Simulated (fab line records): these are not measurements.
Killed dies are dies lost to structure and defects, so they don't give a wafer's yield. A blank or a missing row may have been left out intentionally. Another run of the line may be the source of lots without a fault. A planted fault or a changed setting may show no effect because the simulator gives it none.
fab line records + flow sky130
[record]
- lots = 10
- wafers = 30
- lastDay = 50
route steps=708 shown METAL2@484 METAL3@532 CAPM@539
lots that met no fault: from a run of the same line without faults
startH: the number of hours between the record's first day and the start of the first shown wafer of the lot + waitH: time in hours since the lot's previous step + " same as the row above + L1.1+2: one row covering several wafers at once + - no value present, or no start provided + * or withheld: withheld + < > ~ a bound
route shown NAME@n: NAME is a module with steps in the file, n the number in the route of the first one + usual: mean/standard deviation taken from wafers without a fault + same: alike in all rows + chamber/n: place in a boat + sites: the reading at each site + _std_site: how widely they spread, as a standard deviation + _edge_site: mean of outer sites minus mean of inner sites + radiusMm: how far each site lies from the wafer's centre + mask NAME#n: copy n + behind: the most recent tool/chamber to have shaped the wafer + hold: cause of the lot's hold/its duration in hours/its outcome + device: the transistor (n, p or np) that didn't switch + end of line: the same wafers' tests at the end of the route + a step without rows: its recipe alone + killed: dies lost to structure and defects at the first sort, not the wafer's yield + map: the dies of a wafer, with x for killed, . for not killed, _ for no die there
set.NAME: the setting that was run; set.NAME@STEP: the one run at that earlier step + model.NAME: the simulator's own value behind a step, which no gauge read
route steps across a sampled set of lots; one table per step, one row per wafer
services: a tool's chamber out of use, with start hour (startH, from the record's first day; less than 0 if before it), hours out, and reason
[[steps]]
[step SKY_METAL2_SPUTTER_01]
[recipe]
- material = TiN
- targetThkNm = 20
- powerW = 6500
- timeS = 16.7
- chamberPressurePa = 0.4127
[usual]
- cathodeDcPowerW = 6500.1/1.1
- throttleValvePct = 30.0/1.2
| lot.wafer | tool          | chamber | startH | waitH | cathodeDcPowerW | throttleValvePct |
|-----------|---------------|---------|--------|-------|-----------------|------------------|
| L326.2    | pvdSputter-01 | -       | 815.91 | 0.0   | 6500.2          | 29.6             |
| L326.4    | "             | -       | "      | "     | 6501.8          | 30.5             |
| L326.6    | "             | -       | "      | "     | 6498.9          | 28.7             |
| L330.1    | pvdSputter-01 | -       | 862.55 | 0.0   | 6498.2          | 31.3             |
| L330.5    | "             | -       | "      | "     | 6500.9          | 29.7             |
| L330.6    | "             | -       | "      | "     | 6500.9          | 30.8             |
| L331.1    | pvdSputter-03 | -       | 865.78 | 0.0   | 6500.4          | 30.2             |
| L331.5    | "             | -       | "      | "     | 6499.1          | 30.9             |
| L331.6    | "             | -       | "      | "     | 6500.3          | 30.2             |
| L341.3    | pvdSputter-01 | -       | 915.50 | 0.0   | 6502.3          | 30.8             |
| L341.4    | "             | -       | "      | "     | 6501.9          | 29.0             |
| L341.6    | "             | -       | "      | "     | 6501.6          | 29.0             |
| L342.1    | pvdSputter-04 | -       | 928.90 | 0.0   | 6499.1          | 29.5             |
| L342.2    | "             | -       | "      | "     | 6500.4          | 28.8             |
| L342.4    | "             | -       | "      | "     | 6499.9          | 31.2             |
| L343.2    | pvdSputter-03 | -       | 932.52 | 0.0   | 6500.6          | 30.7             |
| L343.3    | "             | -       | "      | "     | 6499.5          | 31.4             |
| L343.4    | "             | -       | "      | "     | 6499.6          | 27.6             |
| L344.2    | pvdSputter-03 | -       | 936.35 | 0.0   | 6501.4          | 30.7             |
| L344.3    | "             | -       | "      | "     | 6499.8          | 31.5             |
| L344.5    | "             | -       | "      | "     | 6499.8          | 31.2             |
| L345.1    | pvdSputter-03 | -       | 944.59 | 0.0   | 6500.1          | 30.2             |
| L345.2    | "             | -       | "      | "     | 6498.6          | 30.7             |
| L345.6    | "             | -       | "      | "     | 6499.0          | 30.8             |
| L346.2    | pvdSputter-03 | -       | 951.37 | 0.0   | 6500.5          | 30.2             |
| L346.5    | "             | -       | "      | "     | 6498.6          | 30.0             |
| L346.6    | "             | -       | "      | "     | 6498.9          | 31.3             |
| L347.1    | pvdSputter-01 | -       | 956.48 | 0.0   | 6499.3          | 31.1             |
| L347.4    | "             | -       | "      | "     | 6500.2          | 29.8             |
| L347.5    | "             | -       | "      | "     | 6503.1          | 31.0             |
[step SKY_METAL3_SPUTTER_00]
[recipe]
- material = Ti
- targetThkNm = 15
- powerW = 3000
- timeS = 10
- chamberPressurePa = 0.4
[usual]
- cathodeDcPowerW = 3000.0/0.57
- throttleValvePct = 29.9/1
| lot.wafer | tool          | chamber | startH  | waitH | cathodeDcPowerW | throttleValvePct |
|-----------|---------------|---------|---------|-------|-----------------|------------------|
| L326.2    | pvdSputter-02 | -       | 870.63  | 0.2   | 2999.7          | 29.5             |
| L326.4    | "             | -       | "       | "     | 2999.4          | 30.0             |
| L326.6    | "             | -       | "       | "     | 3000.1          | 29.2             |
| L330.1    | pvdSputter-03 | -       | 916.19  | 0.2   | 2999.7          | 31.4             |
| L330.5    | "             | -       | "       | "     | 2999.9          | 27.8             |
| L330.6    | "             | -       | "       | "     | 3000.6          | 30.1             |
| L331.1    | pvdSputter-02 | -       | 918.85  | 0.2   | 2999.5          | 29.6             |
| L331.5    | "             | -       | "       | "     | 3000.0          | 29.2             |
| L331.6    | "             | -       | "       | "     | 2999.8          | 29.0             |
| L341.3    | pvdSputter-03 | -       | 967.24  | 0.2   | 2999.6          | 31.0             |
| L341.4    | "             | -       | "       | "     | 2999.6          | 31.0             |
| L341.6    | "             | -       | "       | "     | 3000.6          | 31.3             |
| L342.1    | pvdSputter-01 | -       | 979.85  | 0.2   | 3000.8          | 31.3             |
| L342.2    | "             | -       | "       | "     | 2999.6          | 28.9             |
| L342.4    | "             | -       | "       | "     | 3000.6          | 31.3             |
| L343.2    | pvdSputter-03 | -       | 984.09  | 0.2   | 2999.4          | 30.6             |
| L343.3    | "             | -       | "       | "     | 2999.4          | 31.6             |
| L343.4    | "             | -       | "       | "     | 2999.4          | 28.0             |
| L344.2    | pvdSputter-03 | -       | 987.80  | 0.1   | 2999.8          | 31.4             |
| L344.3    | "             | -       | "       | "     | 3000.1          | 27.5             |
| L344.5    | "             | -       | "       | "     | 3000.4          | 30.2             |
| L345.1    | pvdSputter-02 | -       | 996.01  | 0.2   | 3000.5          | 29.0             |
| L345.2    | "             | -       | "       | "     | 2999.3          | 28.9             |
| L345.6    | "             | -       | "       | "     | 3000.1          | 30.1             |
| L346.2    | pvdSputter-02 | -       | 1001.13 | 0.2   | 2999.6          | 29.4             |
| L346.5    | "             | -       | "       | "     | 2999.5          | 29.3             |
| L346.6    | "             | -       | "       | "     | 3000.4          | 29.2             |
| L347.1    | pvdSputter-03 | -       | 1006.57 | 0.1   | 3001.0          | 31.3             |
| L347.4    | "             | -       | "       | "     | 3000.5          | 30.8             |
| L347.5    | "             | -       | "       | "     | 3001.3          | 27.5             |
[step SKY_METAL3_SPUTTER_04]
[recipe]
- material = TiN
- targetThkNm = 70
- powerW = 6500
- timeS = 58.3
- chamberPressurePa = 0.4
[usual]
- cathodeDcPowerW = 6500.0/1.2
- throttleValvePct = 29.9/0.99
| lot.wafer | tool          | chamber | startH  | waitH | cathodeDcPowerW | throttleValvePct |
|-----------|---------------|---------|---------|-------|-----------------|------------------|
| L326.2    | pvdSputter-02 | -       | 870.74  | 0.0   | 6501.7          | 29.5             |
| L326.4    | "             | -       | "       | "     | 6501.5          | 29.8             |
| L326.6    | "             | -       | "       | "     | 6499.6          | 29.1             |
| L330.1    | pvdSputter-03 | -       | 916.29  | 0.0   | 6501.4          | 31.4             |
| L330.5    | "             | -       | "       | "     | 6499.4          | 27.8             |
| L330.6    | "             | -       | "       | "     | 6502.5          | 30.3             |
| L331.1    | pvdSputter-02 | -       | 918.96  | 0.0   | 6500.8          | 29.3             |
| L331.5    | "             | -       | "       | "     | 6502.0          | 29.2             |
| L331.6    | "             | -       | "       | "     | 6498.8          | 29.4             |
| L341.3    | pvdSputter-03 | -       | 967.34  | 0.0   | 6499.3          | 31.0             |
| L341.4    | "             | -       | "       | "     | 6501.0          | 30.8             |
| L341.6    | "             | -       | "       | "     | 6499.5          | 31.5             |
| L342.1    | pvdSputter-01 | -       | 979.95  | 0.0   | 6499.1          | 31.2             |
| L342.2    | "             | -       | "       | "     | 6500.5          | 29.0             |
| L342.4    | "             | -       | "       | "     | 6500.0          | 31.1             |
| L343.2    | pvdSputter-03 | -       | 984.19  | 0.0   | 6498.0          | 30.7             |
| L343.3    | "             | -       | "       | "     | 6499.7          | 31.2             |
| L343.4    | "             | -       | "       | "     | 6501.8          | 27.7             |
| L344.2    | pvdSputter-03 | -       | 987.91  | 0.0   | 6499.8          | 31.4             |
| L344.3    | "             | -       | "       | "     | 6498.6          | 27.7             |
| L344.5    | "             | -       | "       | "     | 6502.6          | 30.4             |
| L345.1    | pvdSputter-02 | -       | 996.12  | 0.0   | 6497.2          | 29.3             |
| L345.2    | "             | -       | "       | "     | 6499.6          | 29.3             |
| L345.6    | "             | -       | "       | "     | 6501.9          | 29.9             |
| L346.2    | pvdSputter-02 | -       | 1001.24 | 0.0   | 6498.7          | 29.6             |
| L346.5    | "             | -       | "       | "     | 6498.3          | 29.4             |
| L346.6    | "             | -       | "       | "     | 6500.7          | 29.2             |
| L347.1    | pvdSputter-03 | -       | 1006.68 | 0.0   | 6501.8          | 31.1             |
| L347.4    | "             | -       | "       | "     | 6501.0          | 30.8             |
| L347.5    | "             | -       | "       | "     | 6497.0          | 27.6             |
[step SKY_CAPM_SPUTTER_02]
[recipe]
- material = TiN
- targetThkNm = 200
- tempC = 300
- powerW = 6500
- timeS = 166.7
- chamberPressurePa = 0.4
[usual]
- cathodeDcPowerW = 6500.1/1.3
- substrateTempC = 300.00/0.2
- throttleValvePct = 29.9/0.87
| lot.wafer | tool          | chamber | startH  | waitH | cathodeDcPowerW | substrateTempC | throttleValvePct |
|-----------|---------------|---------|---------|-------|-----------------|----------------|------------------|
| L326.2    | pvdSputter-01 | -       | 870.87  | 0.0   | 6498.7          | 300.26         | 31.3             |
| L326.4    | "             | -       | "       | "     | 6500.1          | 300.06         | 30.5             |
| L326.6    | "             | -       | "       | "     | 6498.0          | 300.16         | 31.0             |
| L330.1    | pvdSputter-04 | -       | 916.43  | 0.1   | 6501.1          | 300.01         | 29.6             |
| L330.5    | "             | -       | "       | "     | 6497.6          | 299.89         | 30.4             |
| L330.6    | "             | -       | "       | "     | 6500.2          | 299.79         | 31.6             |
| L331.1    | pvdSputter-04 | -       | 919.09  | 0.1   | 6499.1          | 299.72         | 30.6             |
| L331.5    | "             | -       | "       | "     | 6499.0          | 299.65         | 30.5             |
| L331.6    | "             | -       | "       | "     | 6499.5          | 299.98         | 29.8             |
| L341.3    | pvdSputter-01 | -       | 967.49  | 0.0   | 6501.5          | 299.99         | 31.0             |
| L341.4    | "             | -       | "       | "     | 6499.7          | 300.11         | 29.0             |
| L341.6    | "             | -       | "       | "     | 6499.4          | 300.08         | 31.2             |
| L342.1    | pvdSputter-02 | -       | 980.08  | 0.1   | 6499.9          | 299.88         | 29.7             |
| L342.2    | "             | -       | "       | "     | 6500.0          | 299.96         | 29.4             |
| L342.4    | "             | -       | "       | "     | 6502.3          | 299.96         | 29.9             |
| L343.2    | pvdSputter-04 | -       | 984.33  | 0.0   | 6501.1          | 300.00         | 28.7             |
| L343.3    | "             | -       | "       | "     | 6500.7          | 300.04         | 30.4             |
| L343.4    | "             | -       | "       | "     | 6498.7          | 299.83         | 31.2             |
| L344.2    | pvdSputter-02 | -       | 988.04  | 0.0   | 6498.9          | 299.85         | 29.2             |
| L344.3    | "             | -       | "       | "     | 6498.6          | 299.86         | 29.4             |
| L344.5    | "             | -       | "       | "     | 6501.2          | 299.99         | 29.0             |
| L345.1    | pvdSputter-04 | -       | 996.25  | 0.1   | 6503.7          | 299.72         | 31.6             |
| L345.2    | "             | -       | "       | "     | 6500.0          | 299.96         | 28.6             |
| L345.6    | "             | -       | "       | "     | 6499.2          | 299.55         | 28.7             |
| L346.2    | pvdSputter-04 | -       | 1001.37 | 0.0   | 6500.0          | 299.83         | 30.7             |
| L346.5    | "             | -       | "       | "     | 6498.5          | 300.29         | 29.7             |
| L346.6    | "             | -       | "       | "     | 6502.0          | 299.98         | 28.8             |
| L347.1    | pvdSputter-04 | -       | 1006.81 | 0.1   | 6501.6          | 299.87         | 28.6             |
| L347.4    | "             | -       | "       | "     | 6499.4          | 300.03         | 30.6             |
| L347.5    | "             | -       | "       | "     | 6500.0          | 299.97         | 30.5             |
[step SKY_CAPM_RS_MEAS_03]
[recipe]
- thkMeasGauge = four-point-probe
- reads = TiN_of_CAPM_SPUTTER_02
[usual]
- CAPM_TIN_RS = 6.92/0.073
| lot.wafer | tool         | chamber | startH  | waitH | CAPM_TIN_RS[ohm/sq] |
|-----------|--------------|---------|---------|-------|---------------------|
| L326.2    | filmMetro-03 | -       | 871.00  | 0.1   | 6.78                |
| L326.4    | "            | -       | "       | "     | 6.94                |
| L326.6    | "            | -       | "       | "     | 6.81                |
| L330.1    | filmMetro-03 | -       | 916.53  | 0.1   | 6.50                |
| L330.5    | "            | -       | "       | "     | 6.51                |
| L330.6    | "            | -       | "       | "     | 6.53                |
| L331.1    | filmMetro-04 | -       | 919.20  | 0.1   | 6.52                |
| L331.5    | "            | -       | "       | "     | 6.49                |
| L331.6    | "            | -       | "       | "     | 6.50                |
| L341.3    | filmMetro-04 | -       | 967.64  | 0.1   | 6.87                |
| L341.4    | "            | -       | "       | "     | 6.76                |
| L341.6    | "            | -       | "       | "     | 6.88                |
| L342.1    | filmMetro-02 | -       | 980.19  | 0.1   | 6.87                |
| L342.2    | "            | -       | "       | "     | 6.89                |
| L342.4    | "            | -       | "       | "     | 6.91                |
| L343.2    | filmMetro-02 | -       | 984.45  | 0.1   | 6.95                |
| L343.3    | "            | -       | "       | "     | 7.01                |
| L343.4    | "            | -       | "       | "     | 7.04                |
| L344.2    | filmMetro-02 | -       | 988.17  | 0.1   | 7.04                |
| L344.3    | "            | -       | "       | "     | 6.95                |
| L344.5    | "            | -       | "       | "     | 7.01                |
| L345.1    | filmMetro-03 | -       | 996.36  | 0.1   | 6.94                |
| L345.2    | "            | -       | "       | "     | 6.89                |
| L345.6    | "            | -       | "       | "     | 6.91                |
| L346.2    | filmMetro-02 | -       | 1001.50 | 0.1   | 7.00                |
| L346.5    | "            | -       | "       | "     | 6.98                |
| L346.6    | "            | -       | "       | "     | 6.97                |
| L347.1    | filmMetro-02 | -       | 1006.92 | 0.1   | 6.97                |
| L347.4    | "            | -       | "       | "     | 7.02                |
| L347.5    | "            | -       | "       | "     | 7.01                |
[step SKY_CAPM_THK_MEAS_04]
[recipe]
- thkMeasGauge = xrf
- reads = TiN_of_CAPM_SPUTTER_02
[usual]
- CAPM_TIN_THK = 199.2/2.3
| lot.wafer | tool         | chamber | startH  | waitH | CAPM_TIN_THK[nm] |
|-----------|--------------|---------|---------|-------|------------------|
| L326.2    | filmMetro-03 | -       | 871.11  | 0.1   | 203.5            |
| L326.4    | "            | -       | "       | "     | 197.9            |
| L326.6    | "            | -       | "       | "     | 201.8            |
| L330.1    | filmMetro-03 | -       | 916.65  | 0.1   | 213.5            |
| L330.5    | "            | -       | "       | "     | 213.3            |
| L330.6    | "            | -       | "       | "     | 212.6            |
| L331.1    | filmMetro-04 | -       | 919.32  | 0.1   | 208.6            |
| L331.5    | "            | -       | "       | "     | 211.2            |
| L331.6    | "            | -       | "       | "     | 209.5            |
| L341.3    | filmMetro-04 | -       | 967.74  | 0.1   | 199.8            |
| L341.4    | "            | -       | "       | "     | 204.6            |
| L341.6    | "            | -       | "       | "     | 201.1            |
| L342.1    | filmMetro-02 | -       | 980.31  | 0.1   | 203.3            |
| L342.2    | "            | -       | "       | "     | 202.4            |
| L342.4    | "            | -       | "       | "     | 202.5            |
| L343.2    | filmMetro-02 | -       | 984.56  | 0.1   | 198.6            |
| L343.3    | "            | -       | "       | "     | 197.3            |
| L343.4    | "            | -       | "       | "     | 196.4            |
| L344.2    | filmMetro-02 | -       | 988.28  | 0.1   | 197.3            |
| L344.3    | "            | -       | "       | "     | 199.1            |
| L344.5    | "            | -       | "       | "     | 198.3            |
| L345.1    | filmMetro-03 | -       | 996.48  | 0.1   | 199.0            |
| L345.2    | "            | -       | "       | "     | 201.3            |
| L345.6    | "            | -       | "       | "     | 200.4            |
| L346.2    | filmMetro-02 | -       | 1001.61 | 0.1   | 197.4            |
| L346.5    | "            | -       | "       | "     | 199.3            |
| L346.6    | "            | -       | "       | "     | 198.0            |
| L347.1    | filmMetro-02 | -       | 1007.04 | 0.1   | 199.4            |
| L347.4    | "            | -       | "       | "     | 197.1            |
| L347.5    | "            | -       | "       | "     | 197.2            |
[step SKY_CAPM_METAL_ETCH_13]
[recipe]
- targetDepthNm = 220
- stopOn = SiO2
- chemistry = Cl2/BCl3
- target = TiN
- pressureMtorr = 10
- icpW = 900
- biasW = 48.5
- Cl2_flow_sccm = 60
- bcl3FlowSccm = 30
- timeS = 62.9
[usual]
- bcl3FlowSccm = 30.01/0.095
- drypumpMotorCurrentA = 6.2/0.39
- oesProductAu = 0.941/0.0075
- throttleValvePct = 21.901/0.0099
| lot.wafer | tool        | chamber | startH  | waitH | bcl3FlowSccm | drypumpMotorCurrentA | oesProductAu | rfHoursCounterH | throttleValvePct |
|-----------|-------------|---------|---------|-------|--------------|----------------------|--------------|-----------------|------------------|
| L326.2    | rieMetal-03 | 0       | 896.50  | 0.0   | 29.96        | 5.8                  | 0.951        | 5               | 21.892           |
| L326.4    | "           | 1       | "       | "     | 30.11        | 6.1                  | 0.937        | -               | 21.911           |
| L326.6    | "           | 0       | "       | "     | 29.92        | 5.8                  | 0.956        | -               | 21.886           |
| L330.1    | rieMetal-01 | 1       | 940.95  | 0.0   | 29.99        | 6.4                  | 0.974        | 11              | 21.883           |
| L330.5    | "           | 0       | "       | "     | 30.12        | 5.5                  | 0.977        | -               | 21.889           |
| L330.6    | "           | 1       | "       | "     | 29.96        | 6.4                  | 0.980        | -               | 21.880           |
| L331.1    | rieMetal-02 | 0       | 943.66  | 0.0   | 30.00        | 6.2                  | 0.969        | 6               | 21.870           |
| L331.5    | "           | 1       | "       | "     | 30.13        | 6.7                  | 0.966        | -               | 21.892           |
| L331.6    | "           | 0       | "       | "     | 30.02        | 6.2                  | 0.968        | -               | 21.877           |
| L341.3    | rieMetal-02 | 0       | 991.58  | 0.0   | 29.96        | 6.2                  | 0.945        | -               | 21.908           |
| L341.4    | "           | 1       | "       | "     | 30.05        | 6.6                  | 0.949        | -               | 21.904           |
| L341.6    | "           | 0       | "       | "     | 29.95        | 6.2                  | 0.950        | -               | 21.906           |
| L342.1    | rieMetal-03 | 0       | 1003.40 | 0.0   | 29.94        | 5.8                  | 0.940        | 10              | 21.903           |
| L342.2    | "           | 0       | "       | "     | 29.89        | 5.9                  | 0.941        | -               | 21.908           |
| L342.4    | "           | 0       | "       | "     | 29.99        | 5.9                  | 0.949        | -               | 21.913           |
| L343.2    | rieMetal-01 | 0       | 1007.15 | 0.0   | 29.94        | 5.5                  | 0.934        | 4               | 21.901           |
| L343.3    | "           | 1       | "       | "     | 29.91        | 6.4                  | 0.939        | -               | 21.903           |
| L343.4    | "           | 0       | "       | "     | 30.00        | 5.5                  | 0.926        | -               | 21.888           |
| L344.2    | rieMetal-02 | 1       | 1011.40 | 0.0   | 30.03        | 6.6                  | 0.934        | 19              | 21.897           |
| L344.3    | "           | 0       | "       | "     | 30.12        | 6.2                  | 0.940        | -               | 21.903           |
| L344.5    | "           | 1       | "       | "     | 30.04        | 6.7                  | 0.937        | -               | 21.908           |
| L345.1    | rieMetal-02 | 1       | 1019.26 | 0.0   | 30.06        | 6.7                  | 0.939        | 19              | 21.913           |
| L345.2    | "           | 0       | "       | "     | 30.05        | 6.2                  | 0.950        | 11              | 21.903           |
| L345.6    | "           | 1       | "       | "     | 30.05        | 6.7                  | 0.941        | -               | 21.880           |
| L346.2    | rieMetal-02 | 1       | 1023.50 | 0.0   | 30.21        | 6.7                  | 0.935        | 20              | 21.885           |
| L346.5    | "           | 1       | "       | "     | 30.05        | 6.7                  | 0.937        | -               | 21.908           |
| L346.6    | "           | 0       | "       | "     | 29.96        | 6.2                  | 0.941        | -               | 21.903           |
| L347.1    | rieMetal-02 | 1       | 1029.11 | 0.0   | 29.93        | 6.6                  | 0.930        | 20              | 21.913           |
| L347.4    | "           | 1       | "       | "     | 29.89        | 6.7                  | 0.934        | -               | 21.911           |
| L347.5    | "           | 0       | "       | "     | 30.18        | 6.2                  | 0.939        | -               | 21.917           |
[[services]]
| tool          | chamber | startH  | hours | kind                  |
|---------------|---------|---------|-------|-----------------------|
| pvdSputter-02 | -       | 798.60  | 5.5   | repair                |
| pvdSputter-01 | 1       | 819.14  | -     | consumableReplace:kit |
| pvdSputter-01 | 1       | 819.14  | 18.0  | scheduledDown         |
| pvdSputter-01 | 1       | 819.14  | 18.0  | ventCycle             |
| pvdSputter-02 | 3       | 832.59  | -     | consumableReplace:kit |
| pvdSputter-02 | 3       | 832.59  | 18.0  | scheduledDown         |
| pvdSputter-02 | 3       | 832.59  | 18.0  | ventCycle             |
| pvdSputter-02 | -       | 853.56  | 1.4   | repair                |
| rieMetal-03   | 0       | 860.64  | 5.8   | repair                |
| pvdSputter-01 | -       | 878.99  | 1.3   | repair                |
| pvdSputter-04 | -       | 882.69  | 7.0   | repair                |
| pvdSputter-01 | -       | 908.66  | 1.5   | repair                |
| pvdSputter-04 | -       | 941.97  | 3.6   | repair                |
| pvdSputter-02 | -       | 942.76  | 0.7   | repair                |
| pvdSputter-03 | 2       | 949.25  | -     | consumableReplace:kit |
| pvdSputter-03 | 2       | 949.25  | 18.0  | scheduledDown         |
| pvdSputter-03 | 2       | 949.25  | 18.0  | ventCycle             |
| pvdSputter-04 | -       | 958.96  | 1.2   | repair                |
| pvdSputter-01 | 0       | 967.60  | -     | consumableReplace:kit |
| pvdSputter-01 | 0       | 967.60  | 18.0  | scheduledDown         |
| rieMetal-01   | -       | 969.68  | 0.5   | repair                |
| rieMetal-03   | -       | 973.22  | 14.6  | pm                    |
| rieMetal-03   | 1       | 995.99  | 189.0 | repair                |
| rieMetal-01   | -       | 1024.27 | 3.6   | repair                |
[[key]]
[firstSign]
- step = SKY_CAPM_RS_MEAS_03
- reading = CAPM_TIN_RS
- direction = down
- sigmas = 5.6
- usual = 6.92
- struck = 6.51
[effect]
- step = SKY_CAPM_THK_MEAS_04
- reading = CAPM_TIN_THK
- direction = up
- sigmas = 5.4
- usual = 199.2
- struck = 211.5
[effect]
- step = SKY_CAPM_METAL_ETCH_13
- reading = oesProductAu
- direction = up
- sigmas = 4.2
- usual = 0.941
- struck = 0.972
metAt SKY_CAPM_SPUTTER_02
struckLots L330,L331
notActingAt SKY_METAL2_SPUTTER_01,SKY_METAL3_SPUTTER_00,SKY_METAL3_SPUTTER_04
[fault]
- kind = processParameterDrift
- tool = pvdSputter-04
- chamber = -
- onsetH = 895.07
- steps = SKY_CAPM_SPUTTER_02
- channel = targetThkNm
- offset = 12.698
- shape = step
- endH = 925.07
- actsIn = theseRecipesOnly
- stated = 200
